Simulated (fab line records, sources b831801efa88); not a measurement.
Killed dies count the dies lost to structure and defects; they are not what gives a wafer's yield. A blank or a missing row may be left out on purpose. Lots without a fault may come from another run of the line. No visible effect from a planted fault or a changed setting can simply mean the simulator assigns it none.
2 desks, one fault | flow sky130 | every desk sees just its own numbers, and what lay behind them comes last

THE TOOL OWNER'S DESK: plasma asher-04
The tool's own readings at SKY_VT_ADJUST_PCH_STRIP_09 (strips in O2/N2): means of the sampled wafers that have a number, for each lot that ran on this tool. The brackets show how far a lot's mean lies from the usual mean; more than 4 standard deviations puts the lot out of limits, marked OUT.
Columns: A = drypump motor current A at SKY_VT_ADJUST_PCH_STRIP_09, usual 5.5 A; B = oes product au at SKY_VT_ADJUST_PCH_STRIP_09, usual 0.722 a.u.; C = strip time to endpoint s at SKY_VT_ADJUST_PCH_STRIP_09, usual 36.98 s
lot  | first seen here | A   | B                | C
L328 | day 11 21:05    | 5.3 | 0.719            | 36.86
L333 | day 13 18:16    | 5.3 | 0.721            | 37.05
L335 | day 13 22:09    | 5.5 | 0.719            | 37.06
L338 | day 15 11:14    | 5.3 | 0.721            | 37.20
L342 | day 16 13:50    | 5.2 | 0.673 (-9.2) OUT | 41.15 (+43) OUT
L341 | day 16 16:11    | 5.3 | 0.668 (-10) OUT  | 41.10 (+42) OUT
This desk's finding: out of limits on L341, L342; first on L342, day 16 13:50 (oes product au at SKY_VT_ADJUST_PCH_STRIP_09). In limits: L328, L333, L335, L338.

THE METROLOGY DESK
What the gauges read, lot by lot, whatever tool the lot ran on: means of the sampled wafers that have a number. The brackets show how far a lot's mean lies from the usual mean; more than 4 standard deviations puts the lot out of limits, marked OUT.
Columns: A = INCOMING_BOW at SKY_FIELD_ISO_BOW_MEAS_00, usual -1 um; B = cd nm at SKY_CONTACT_CD_MEAS_14, usual 170.0 nm
lot  | first seen here | A   | B
L324 | day 1 10:02     | 8   | 170.6
L325 | day 1 15:01     | -1  | 169.7
L326 | day 1 20:01     | 6   | 169.3
L328 | day 2 06:00     | -2  | 170.5
L329 | day 2 11:01     | 1   | 168.6
L332 | day 3 02:00     | -4  | 169.6
L333 | day 3 07:02     | 4   | 171.0
L334 | day 3 12:01     | 0   | 167.3
L335 | day 3 17:01     | -10 | 171.5
L336 | day 3 22:01     | -2  | 171.5
L338 | day 4 08:00     | -1  | 169.3
L341 | day 4 23:00     | -1  | 169.5
L342 | day 5 04:00     | -2  | 170.5
This desk's verdict: no lot among the 13 shows anything out of limits.

PUT TOGETHER
An alarm could have come from the tool owner's desk at day 16 13:50, on L341, L342.
Metrology desk: nothing out of limits seen.
The metrology desk holds a record of L341, L342, inside its limits.
SKY_VT_ADJUST_PCH_STRIP_09 was run on plasma asher-04 by each of the lots named.

WHAT HAD BEEN PUT IN BY THE SIMULATOR
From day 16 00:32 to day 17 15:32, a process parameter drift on plasma asher-04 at SKY_VT_ADJUST_PCH_STRIP_09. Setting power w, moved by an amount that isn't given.
Shown lots that were struck: L341, L342.
Hours from the fault's start to each desk's first reading out of limits: the tool owner's desk, 13.
